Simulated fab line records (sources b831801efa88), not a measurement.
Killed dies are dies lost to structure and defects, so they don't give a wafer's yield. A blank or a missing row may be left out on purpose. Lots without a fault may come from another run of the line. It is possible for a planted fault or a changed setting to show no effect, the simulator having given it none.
fab line records	flow gf180mcu
[record] lots = 24	wafers = 72	last-day = 34
route steps=602 shown M2@377 V3@446 M4@471 V4@498 TOP_METAL@582
lots that met no fault: from a run of the same line without faults
start-h: start of the lot's first displayed wafer, in hours after the record's first day	wait-h: hours elapsed since this lot's preceding step	" the same as in the row above	L1.1+2: one row covering several wafers at once	- value missing, or start not given	* or withheld: withheld	< > ~ a bound
route shown NAME@n: NAME is a module with steps in the file, n the number in the route of the first one	usual: mean/standard deviation taken from wafers without a fault	same: alike in all rows	chamber/n: place in a boat	sites: readings site by site	_std_site: the values' standard deviation	_edge_site: the outer-site mean with the inner-site mean subtracted	radius-mm: how far each site lies from the wafer's centre	mask NAME#n: copy n	behind: the most recent tool/chamber to have shaped the wafer	hold: cause of the lot's hold/its duration in hours/its outcome	device: the n, p or np transistor that did not switch	end of line: the route-end tests of the same wafers	step lacking rows: just its recipe	killed: dies that structure and defects cost at the first sort, which is not the same as the wafer's yield	map: a wafer's dies, marking killed ones x, the rest . and places with no die _
set.NAME: setting as actually run; set.NAME@STEP: the setting as run at that earlier step	model.NAME: the simulator's own value behind a step, which no gauge read
one table for each step of the route and one row for each wafer, over a sample of lots
services: when a tool's chamber went out of use (start-h, in hours from the record's first day, below 0 if earlier), for how many hours, and the reason
[[steps]]
[step GF_M2_OVL_MEAS_15]
[usual] M2_OVL = 1/5.1
lot.wafer	tool	chamber	start-h	wait-h	M2_OVL[nm]
L074.2	overlay-01	-	436.67	0.1	8
L074.5	"	-	"	"	5
L074.6	"	-	"	"	10
L075.1	overlay-02	-	446.58	0.1	-6
L075.2	"	-	"	"	-3
L075.5	"	-	"	"	-2
L076.1	overlay-02	-	451.08	0.1	4
L076.2	"	-	"	"	3
L076.4	"	-	"	"	5
L077.1	overlay-01	-	465.38	0.1	5
L077.3	"	-	"	"	0
L077.6	"	-	"	"	-5
L078.2	overlay-02	-	469.59	0.1	-5
L078.4	"	-	"	"	-3
L078.6	"	-	"	"	-4
L079.1	overlay-02	-	481.39	0.1	-3
L079.3	"	-	"	"	-2
L079.6	"	-	"	"	1
L080.2	overlay-01	-	497.10	0.1	-3
L080.4	"	-	"	"	-3
L080.6	"	-	"	"	-1
L081.1	overlay-01	-	499.34	0.1	7
L081.3	"	-	"	"	11
L081.4	"	-	"	"	7
L082.1	overlay-02	-	510.64	0.1	-4
L082.3	"	-	"	"	5
L082.5	"	-	"	"	7
L083.2	overlay-02	-	516.75	0.1	2
L083.3	"	-	"	"	8
L083.6	"	-	"	"	12
L084.3	overlay-02	-	528.95	0.1	-3
L084.5	"	-	"	"	-5
L084.6	"	-	"	"	-3
L085.2	overlay-02	-	535.42	0.1	-1
L085.4	"	-	"	"	11
L085.6	"	-	"	"	9
L086.1	overlay-01	-	547.57	0.1	3
L086.4	"	-	"	"	5
L086.6	"	-	"	"	5
L087.2	overlay-01	-	560.94	0.1	-6
L087.4	"	-	"	"	0
L087.6	"	-	"	"	6
L088.2	overlay-02	-	571.27	0.1	0
L088.3	"	-	"	"	-5
L088.6	"	-	"	"	-1
L089.1	overlay-01	-	575.99	0.1	-4
L089.3	"	-	"	"	-11
L089.6	"	-	"	"	-7
L090.1	overlay-01	-	580.54	0.1	-2
L090.4	"	-	"	"	1
L090.5	"	-	"	"	3
L091.2	overlay-01	-	585.02	0.1	-2
L091.3	"	-	"	"	2
L091.4	"	-	"	"	-4
L092.2	overlay-01	-	597.87	0.1	5
L092.3	"	-	"	"	-1
L092.5	"	-	"	"	3
L093.3	overlay-02	-	601.55	0.1	1
L093.5	"	-	"	"	3
L093.6	"	-	"	"	0
L094.2	overlay-02	-	608.34	0.1	1
L094.4	"	-	"	"	-1
L094.6	"	-	"	"	5
L095.2	overlay-01	-	613.59	0.1	-9
L095.3	"	-	"	"	-4
L095.4	"	-	"	"	-3
L096.1	overlay-01	-	615.22	0.1	7
L096.2	"	-	"	"	2
L096.6	"	-	"	"	1
L097.1	overlay-02	-	625.57	0.1	-6
L097.2	"	-	"	"	-5
L097.4	"	-	"	"	-9
[step GF_V3_ETCH_17]
[recipe] chemistry = C4F8/O2/Ar	mask-material = KrF	target = SiO2	stop-on = TiN	source-w = 1500	bias-w = 1200	pressure-mtorr = 40	c4f8-flow-sccm = withheld	O2_flow_sccm = 6	Ar_flow_sccm = 300	time-s = withheld	target-depth-a = 6350
[usual] oes-product-au = 0.856/0.0048
lot.wafer	tool	chamber	start-h	wait-h	oes-product-au
L074.2	rie-diel-04	3	-	-	0.853
L074.5	"	1	"	"	0.855
L074.6	"	0	"	"	0.852
L075.1	rie-diel-04	3	-	-	0.865
L075.2	"	0	"	"	0.863
L075.5	"	3	"	"	0.849
L076.1	rie-diel-01	3	-	-	0.855
L076.2	"	2	"	"	0.853
L076.4	"	0	"	"	0.856
L077.1	rie-diel-02	1	-	-	0.851
L077.3	"	0	"	"	0.858
L077.6	"	0	"	"	0.868
L078.2	rie-diel-04	1	-	-	0.854
L078.4	"	2	"	"	0.857
L078.6	"	1	"	"	0.849
L079.1	rie-diel-01	3	-	-	0.853
L079.3	"	2	"	"	0.862
L079.6	"	3	"	"	0.858
L080.2	rie-diel-01	0	-	-	0.854
L080.4	"	3	"	"	0.857
L080.6	"	2	"	"	0.858
L081.1	rie-diel-01	0	-	-	0.853
L081.3	"	2	"	"	0.858
L081.4	"	3	"	"	0.856
L082.1	rie-diel-04	3	-	-	0.861
L082.3	"	2	"	"	0.857
L082.5	"	2	"	"	0.857
L083.2	rie-diel-02	1	-	-	0.846
L083.3	"	3	"	"	0.849
L083.6	"	3	"	"	0.860
L084.3	rie-diel-01	3	-	-	0.860
L084.5	"	0	"	"	0.851
L084.6	"	3	"	"	0.862
L085.2	rie-diel-04	3	-	-	0.855
L085.4	"	0	"	"	0.853
L085.6	"	0	"	"	0.852
L086.1	rie-diel-02	2	-	-	0.854
L086.4	"	1	"	"	0.855
L086.6	"	3	"	"	0.858
L087.2	rie-diel-01	2	-	-	0.857
L087.4	"	0	"	"	0.850
L087.6	"	0	"	"	0.849
L088.2	rie-diel-01	0	-	-	0.854
L088.3	"	2	"	"	0.855
L088.6	"	0	"	"	0.853
L089.1	rie-diel-04	3	-	-	0.857
L089.3	"	0	"	"	0.862
L089.6	"	3	"	"	0.852
L090.1	rie-diel-02	2	-	-	0.853
L090.4	"	3	"	"	0.850
L090.5	"	2	"	"	0.851
L091.2	rie-diel-02	3	-	-	0.864
L091.3	"	0	"	"	0.859
L091.4	"	2	"	"	0.853
L092.2	rie-diel-02	3	-	-	0.858
L092.3	"	2	"	"	0.856
L092.5	"	1	"	"	0.849
L093.3	rie-diel-04	1	-	-	0.861
L093.5	"	1	"	"	0.857
L093.6	"	2	"	"	0.850
L094.2	rie-diel-04	2	-	-	0.847
L094.4	"	3	"	"	0.863
L094.6	"	0	"	"	0.846
L095.2	rie-diel-04	0	-	-	0.854
L095.3	"	3	"	"	0.851
L095.4	"	1	"	"	0.848
L096.1	rie-diel-02	2	-	-	0.859
L096.2	"	0	"	"	0.858
L096.6	"	0	"	"	0.844
L097.1	rie-diel-04	0	-	-	0.855
L097.2	"	1	"	"	0.860
L097.4	"	0	"	"	0.864
[step GF_M4_OVL_MEAS_15]
[usual] M4_OVL = 0/6
lot.wafer	tool	chamber	start-h	wait-h	M4_OVL[nm]
L074.2	overlay-02	-	538.59	0.1	4
L074.5	"	-	"	"	8
L074.6	"	-	"	"	-1
L075.1	overlay-01	-	547.19	0.1	8
L075.2	"	-	"	"	-1
L075.5	"	-	"	"	17
L076.1	overlay-01	-	551.28	0.1	2
L076.2	"	-	"	"	1
L076.4	"	-	"	"	0
L077.1	overlay-02	-	563.57	0.1	-8
L077.3	"	-	"	"	-4
L077.6	"	-	"	"	-4
L078.2	overlay-01	-	569.14	0.1	-2
L078.4	"	-	"	"	-6
L078.6	"	-	"	"	1
L079.1	overlay-01	-	579.67	0.1	0
L079.3	"	-	"	"	-4
L079.6	"	-	"	"	-5
L080.2	overlay-01	-	593.29	0.1	-1
L080.4	"	-	"	"	0
L080.6	"	-	"	"	3
L081.1	overlay-01	-	596.77	0.1	3
L081.3	"	-	"	"	0
L081.4	"	-	"	"	-4
L082.1	overlay-02	-	605.34	0.1	2
L082.3	"	-	"	"	-3
L082.5	"	-	"	"	-4
L083.2	overlay-01	-	611.09	0.1	3
L083.3	"	-	"	"	-13
L083.6	"	-	"	"	-1
L084.3	overlay-02	-	622.64	0.1	7
L084.5	"	-	"	"	5
L084.6	"	-	"	"	-5
L085.2	overlay-01	-	628.37	0.1	-8
L085.4	"	-	"	"	-18
L085.6	"	-	"	"	-13
L086.1	overlay-02	-	639.82	0.1	-4
L086.4	"	-	"	"	-4
L086.6	"	-	"	"	-6
L087.2	overlay-02	-	651.34	0.1	-4
L087.4	"	-	"	"	-6
L087.6	"	-	"	"	-1
L088.2	overlay-01	-	660.94	0.1	1
L088.3	"	-	"	"	6
L088.6	"	-	"	"	0
L089.1	overlay-01	-	664.04	0.1	3
L089.3	"	-	"	"	8
L089.6	"	-	"	"	-4
L090.1	overlay-02	-	668.89	0.1	-9
L090.4	"	-	"	"	2
L090.5	"	-	"	"	1
L091.2	overlay-01	-	672.19	0.1	-3
L091.3	"	-	"	"	-7
L091.4	"	-	"	"	-2
L092.2	overlay-02	-	683.82	0.1	3
L092.3	"	-	"	"	-3
L092.5	"	-	"	"	1
L093.3	overlay-02	-	686.23	0.1	0
L093.5	"	-	"	"	-8
L093.6	"	-	"	"	9
L094.2	overlay-01	-	694.12	0.1	6
L094.4	"	-	"	"	-1
L094.6	"	-	"	"	7
L095.2	overlay-01	-	697.82	0.1	-1
L095.3	"	-	"	"	5
L095.4	"	-	"	"	-4
L096.1	overlay-02	-	699.06	0.1	1
L096.2	"	-	"	"	-3
L096.6	"	-	"	"	-7
L097.1	overlay-02	-	708.83	0.1	1
L097.2	"	-	"	"	2
L097.4	"	-	"	"	-1
[step GF_V4_SPUTTER_22]
[recipe] material = TiN	target-thk-nm = 10	chamber-pressure-pa = 5	power-w = 4000	time-s = 40
[usual] throttle-valve-pct = 30.6/0.76
lot.wafer	tool	chamber	start-h	wait-h	throttle-valve-pct
L074.2	pvd-sputter-01	-	563.33	0.0	30.7
L074.5	"	-	"	"	31.6
L074.6	"	-	"	"	31.8
L075.1	pvd-sputter-04	-	571.50	0.0	29.1
L075.2	"	-	"	"	30.3
L075.5	"	-	"	"	29.0
L076.1	pvd-sputter-01	-	575.95	0.0	29.6
L076.2	"	-	"	"	31.6
L076.4	"	-	"	"	31.6
L077.1	pvd-sputter-03	-	587.33	0.0	31.0
L077.3	"	-	"	"	30.4
L077.6	"	-	"	"	31.0
L078.2	pvd-sputter-01	-	592.87	0.0	29.4
L078.4	"	-	"	"	31.5
L078.6	"	-	"	"	29.4
L079.1	pvd-sputter-04	-	603.16	0.0	30.1
L079.3	"	-	"	"	28.9
L079.6	"	-	"	"	30.2
L080.2	pvd-sputter-01	-	616.33	0.0	31.7
L080.4	"	-	"	"	30.8
L080.6	"	-	"	"	31.5
L081.1	pvd-sputter-01	-	619.86	0.0	31.7
L081.3	"	-	"	"	29.6
L081.4	"	-	"	"	31.5
L082.1	pvd-sputter-03	-	627.95	0.0	30.5
L082.3	"	-	"	"	31.2
L082.5	"	-	"	"	30.1
L083.2	pvd-sputter-01	-	634.51	0.0	30.6
L083.3	"	-	"	"	31.7
L083.6	"	-	"	"	30.8
L084.3	pvd-sputter-03	-	645.11	0.0	30.8
L084.5	"	-	"	"	30.4
L084.6	"	-	"	"	30.9
L085.2	pvd-sputter-04	-	650.74	0.0	29.0
L085.4	"	-	"	"	30.3
L085.6	"	-	"	"	30.4
L086.1	pvd-sputter-01	-	661.88	0.0	31.7
L086.4	"	-	"	"	31.5
L086.6	"	-	"	"	31.4
L087.2	pvd-sputter-03	-	673.11	0.0	30.3
L087.4	"	-	"	"	31.0
L087.6	"	-	"	"	30.2
L088.2	pvd-sputter-01	-	682.97	0.0	29.4
L088.3	"	-	"	"	31.4
L088.6	"	-	"	"	31.7
L089.1	pvd-sputter-03	-	685.56	0.0	29.9
L089.3	"	-	"	"	30.1
L089.6	"	-	"	"	31.0
L090.1	pvd-sputter-03	-	690.31	0.0	30.1
L090.4	"	-	"	"	30.3
L090.5	"	-	"	"	31.0
L091.2	pvd-sputter-04	-	693.66	0.0	29.5
L091.3	"	-	"	"	29.9
L091.4	"	-	"	"	30.2
L092.2	pvd-sputter-03	-	704.03	0.0	30.8
L092.3	"	-	"	"	31.2
L092.5	"	-	"	"	30.9
L093.3	pvd-sputter-01	-	706.99	0.0	29.6
L093.5	"	-	"	"	31.8
L093.6	"	-	"	"	31.6
L094.2	pvd-sputter-01	-	714.02	0.0	31.7
L094.4	"	-	"	"	30.8
L094.6	"	-	"	"	31.5
L095.2	pvd-sputter-01	-	718.39	0.0	30.9
L095.3	"	-	"	"	31.8
L095.4	"	-	"	"	29.6
L096.1	pvd-sputter-04	-	719.37	0.0	30.3
L096.2	"	-	"	"	29.7
L096.6	"	-	"	"	30.4
L097.1	pvd-sputter-03	-	729.11	0.0	30.5
L097.2	"	-	"	"	30.1
L097.4	"	-	"	"	30.6
[step GF_TOP_METAL_OVL_MEAS_15]
[usual] TOP_METAL_OVL = 0.9/1.3
lot.wafer	tool	chamber	start-h	wait-h	TOP_METAL_OVL[nm]
L074.2	overlay-02	-	651.46	0.1	-0.6
L074.5	"	-	"	"	-1.1
L074.6	"	-	"	"	0.4
L075.1	overlay-01	-	659.72	0.1	2.5
L075.2	"	-	"	"	3.9
L075.5	"	-	"	"	3.1
L076.1	overlay-01	-	662.19	0.1	2.8
L076.2	"	-	"	"	2.3
L076.4	"	-	"	"	2.3
L077.1	overlay-01	-	672.94	0.1	-0.9
L077.3	"	-	"	"	0.1
L077.6	"	-	"	"	0.1
L078.2	overlay-01	-	678.39	0.1	0.9
L078.4	"	-	"	"	2.8
L078.6	"	-	"	"	2.1
L079.1	overlay-02	-	687.71	0.1	2.2
L079.3	"	-	"	"	1.5
L079.6	"	-	"	"	0.7
L080.2	overlay-01	-	699.37	0.1	1.4
L080.4	"	-	"	"	1.8
L080.6	"	-	"	"	0.9
L081.1	overlay-01	-	702.55	0.1	0.4
L081.3	"	-	"	"	1.2
L081.4	"	-	"	"	1.1
L082.1	overlay-01	-	710.34	0.1	1.7
L082.3	"	-	"	"	0.2
L082.5	"	-	"	"	-0.3
L083.2	overlay-02	-	714.72	0.1	0.1
L083.3	"	-	"	"	-1.7
L083.6	"	-	"	"	-0.7
L084.3	overlay-01	-	724.98	0.1	-0.2
L084.5	"	-	"	"	-1.0
L084.6	"	-	"	"	-0.7
L085.2	overlay-01	-	729.44	0.1	-0.1
L085.4	"	-	"	"	1.9
L085.6	"	-	"	"	1.7
L086.1	overlay-01	-	739.41	0.1	1.4
L086.4	"	-	"	"	1.0
L086.6	"	-	"	"	-0.1
L087.2	overlay-02	-	750.07	0.1	-0.7
L087.4	"	-	"	"	-1.7
L087.6	"	-	"	"	-0.5
L088.2	overlay-02	-	757.39	0.1	1.2
L088.3	"	-	"	"	0.6
L088.6	"	-	"	"	-1.1
L089.1	overlay-01	-	760.94	0.1	-0.5
L089.3	"	-	"	"	0.3
L089.6	"	-	"	"	0.9
L090.1	overlay-01	-	765.66	0.1	1.3
L090.4	"	-	"	"	1.4
L090.5	"	-	"	"	-0.3
L091.2	overlay-01	-	767.89	0.1	-1.5
L091.3	"	-	"	"	2.4
L091.4	"	-	"	"	-0.5
L092.2	overlay-02	-	775.67	0.1	1.3
L092.3	"	-	"	"	1.6
L092.5	"	-	"	"	1.8
L093.3	overlay-01	-	779.43	0.1	1.2
L093.5	"	-	"	"	0.4
L093.6	"	-	"	"	-1.3
L094.2	overlay-01	-	786.17	0.1	0.9
L094.4	"	-	"	"	0.4
L094.6	"	-	"	"	1.5
L095.2	overlay-02	-	790.22	0.1	2.4
L095.3	"	-	"	"	0.0
L095.4	"	-	"	"	1.6
L096.1	overlay-02	-	790.59	0.1	-1.0
L096.2	"	-	"	"	-0.2
L096.6	"	-	"	"	1.9
L097.1	overlay-01	-	797.11	0.1	-0.3
L097.2	"	-	"	"	0.9
L097.4	"	-	"	"	0.0
[step GF_TOP_METAL_STRIP_17]
[recipe] chemistry = O2/N2	power-w = 1400	pressure-mtorr = 1500	platen-temp-c = 250	o2-flow-sccm = 3000	n2-flow-sccm = 300	overash-fraction = 0.5
[usual] drypump-motor-current-A = 5.8/0.51	heater-power-w = 310/23	n2-flow-sccm = 300.0/0.89	oes-product-au = 0.710/0.0043	strip-time-to-endpoint-s = 13.42/0.064
lot.wafer	tool	chamber	start-h	wait-h	drypump-motor-current-A	heater-power-w	n2-flow-sccm	oes-product-au	rf-hours-counter-h	strip-time-to-endpoint-s
L074.2	plasma-asher-02	0	651.66	0.1	5.9	303	299.0	0.711	56	13.40
L074.5	"	0	"	"	5.9	296	299.2	0.704	-	13.35
L074.6	"	1	"	"	5.7	285	301.5	0.707	-	13.36
L075.1	plasma-asher-03	0	659.98	0.2	5.1	349	299.6	0.717	93	13.41
L075.2	"	1	"	"	6.0	327	300.6	0.712	93	13.45
L075.5	"	0	"	"	5.1	353	300.1	0.713	-	13.40
L076.1	plasma-asher-02	1	662.46	0.2	5.7	279	299.8	0.706	58	13.40
L076.2	"	0	"	"	5.8	296	300.3	0.702	58	13.45
L076.4	"	0	"	"	5.9	298	299.7	0.708	-	13.51
L077.1	plasma-asher-04	1	673.15	0.1	5.5	298	300.2	0.718	102	13.39
L077.3	"	0	"	"	6.7	311	300.5	0.709	-	13.43
L077.6	"	1	"	"	5.5	299	300.3	0.709	-	13.34
L078.2	plasma-asher-02	0	678.60	0.1	5.9	296	297.5	0.714	60	13.39
L078.4	"	0	"	"	5.9	288	299.9	0.712	-	13.44
L078.6	"	1	"	"	5.7	280	300.1	0.707	-	13.40
L079.1	plasma-asher-04	0	687.93	0.1	6.7	317	300.6	0.705	104	13.36
L079.3	"	1	"	"	5.5	302	300.9	0.716	-	13.32
L079.6	"	1	"	"	5.5	291	299.5	0.711	-	13.34
L080.2	plasma-asher-03	1	699.58	0.1	6.0	331	299.0	0.716	97	13.45
L080.4	"	0	"	"	5.1	349	300.5	0.702	-	13.46
L080.6	"	1	"	"	6.0	330	298.7	0.702	-	13.41
L081.1	plasma-asher-03	0	702.76	0.1	5.1	358	297.7	0.712	98	13.34
L081.3	"	0	"	"	5.1	359	298.2	0.706	-	13.34
L081.4	"	1	"	"	6.0	330	299.9	0.712	-	13.42
L082.1	plasma-asher-02	1	710.55	0.1	5.7	285	299.8	0.705	63	13.45
L082.3	"	1	"	"	5.6	285	299.3	0.710	-	13.38
L082.5	"	1	"	"	5.7	285	299.7	0.713	-	13.41
L083.2	plasma-asher-04	1	714.93	0.1	5.5	300	299.7	0.709	107	13.39
L083.3	"	1	"	"	5.5	303	301.8	0.709	-	13.36
L083.6	"	0	"	"	6.7	311	300.6	0.709	-	13.41
L084.3	plasma-asher-04	1	725.21	0.1	5.5	296	300.7	0.710	-	13.44
L084.5	"	0	"	"	6.7	316	299.1	0.723	-	13.54
L084.6	"	1	"	"	5.5	298	299.8	0.714	-	13.52
L085.2	plasma-asher-03	0	729.65	0.1	5.1	355	299.9	0.713	100	13.37
L085.4	"	0	"	"	5.1	355	300.1	0.696	-	13.34
L085.6	"	1	"	"	6.0	341	300.7	0.714	-	13.38
L086.1	plasma-asher-02	0	739.62	0.1	5.9	293	299.4	0.713	66	13.47
L086.4	"	0	"	"	5.9	290	300.1	0.710	-	13.44
L086.6	"	1	"	"	5.7	280	300.3	0.713	-	13.47
L087.2	plasma-asher-03	0	750.28	0.1	5.1	350	301.8	0.706	103	13.53
L087.4	"	0	"	"	5.1	354	301.5	0.709	-	13.56
L087.6	"	1	"	"	6.0	326	299.9	0.715	-	13.53
L088.2	plasma-asher-04	0	757.60	0.1	6.7	312	299.2	0.710	2	13.38
L088.3	"	1	"	"	5.5	300	300.9	0.708	-	13.40
L088.6	"	1	"	"	5.5	298	300.5	0.711	-	13.43
L089.1	plasma-asher-02	0	761.15	0.1	5.9	290	300.2	0.707	69	13.47
L089.3	"	0	"	"	5.9	290	301.2	0.714	-	13.48
L089.6	"	1	"	"	5.7	280	299.8	0.705	-	13.40
L090.1	plasma-asher-04	1	765.87	0.1	5.5	303	298.4	0.715	2	13.53
L090.4	"	0	"	"	6.7	306	300.6	0.716	-	13.44
L090.5	"	1	"	"	5.5	303	300.7	0.711	-	13.52
L091.2	plasma-asher-04	0	768.10	0.1	6.7	315	299.4	0.712	3	13.32
L091.3	"	0	"	"	6.7	306	300.2	0.715	-	13.38
L091.4	"	1	"	"	5.5	290	300.7	0.714	-	13.39
L092.2	plasma-asher-02	0	775.87	0.1	5.9	292	302.1	0.709	70	13.34
L092.3	"	0	"	"	5.9	292	299.5	0.706	-	13.46
L092.5	"	1	"	"	5.7	287	299.7	0.706	-	13.33
L093.3	plasma-asher-03	1	779.66	0.1	6.0	327	299.4	0.710	-	13.49
L093.5	"	1	"	"	6.0	327	298.8	0.713	-	13.38
L093.6	"	0	"	"	5.1	350	300.1	0.706	-	13.44
L094.2	plasma-asher-04	0	786.37	0.1	6.7	303	299.5	0.704	5	13.49
L094.4	"	0	"	"	6.7	304	298.8	0.714	-	13.45
L094.6	"	1	"	"	5.5	300	300.7	0.713	-	13.42
L095.2	plasma-asher-04	1	790.42	0.1	5.5	304	299.6	0.708	5	13.45
L095.3	"	1	"	"	5.5	303	300.0	0.716	-	13.49
L095.4	"	0	"	"	6.7	310	300.2	0.708	-	13.30
L096.1	plasma-asher-04	0	790.80	0.1	6.7	307	299.2	0.711	5	13.29
L096.2	"	1	"	"	5.5	295	299.8	0.706	5	13.37
L096.6	"	0	"	"	6.7	306	300.3	0.711	-	13.29
L097.1	plasma-asher-03	0	797.32	0.1	5.1	358	298.7	0.705	108	13.47
L097.2	"	1	"	"	6.0	337	301.5	0.714	108	13.47
L097.4	"	1	"	"	6.0	332	301.5	0.713	-	13.48
[[services]]
tool	chamber	start-h	hours	kind
plasma-asher-03	-	506.59	2.8	pm
rie-diel-04	3	542.13	6.9	repair
pvd-sputter-03	-	550.99	0.7	repair
plasma-asher-02	-	558.32	2.8	repair
rie-diel-04	1	564.00	19.3	repair
plasma-asher-03	-	566.49	1.3	repair
rie-diel-01	1	567.61	1.7	repair
rie-diel-01	-	570.70	1.3	repair
plasma-asher-04	-	571.56	23.3	pm
plasma-asher-03	-	581.97	4.6	repair
rie-diel-02	-	600.20	0.9	repair
plasma-asher-04	-	606.35	0.9	repair
plasma-asher-04	-	626.27	15.6	pm
plasma-asher-03	-	650.78	3.9	repair
plasma-asher-04	-	654.12	6.9	repair
plasma-asher-03	-	668.09	3.3	repair
rie-diel-02	-	672.25	2.8	pm
rie-diel-04	3	684.94	6.9	repair
rie-diel-04	3	701.67	3.2	repair
rie-diel-04	1	730.53	5.4	repair
plasma-asher-04	-	733.78	9.0	pm
plasma-asher-02	-	757.80	0.4	repair
pvd-sputter-03	-	790.25	2.7	repair
plasma-asher-04	-	795.84	1.8	repair
[[key]]
fault none
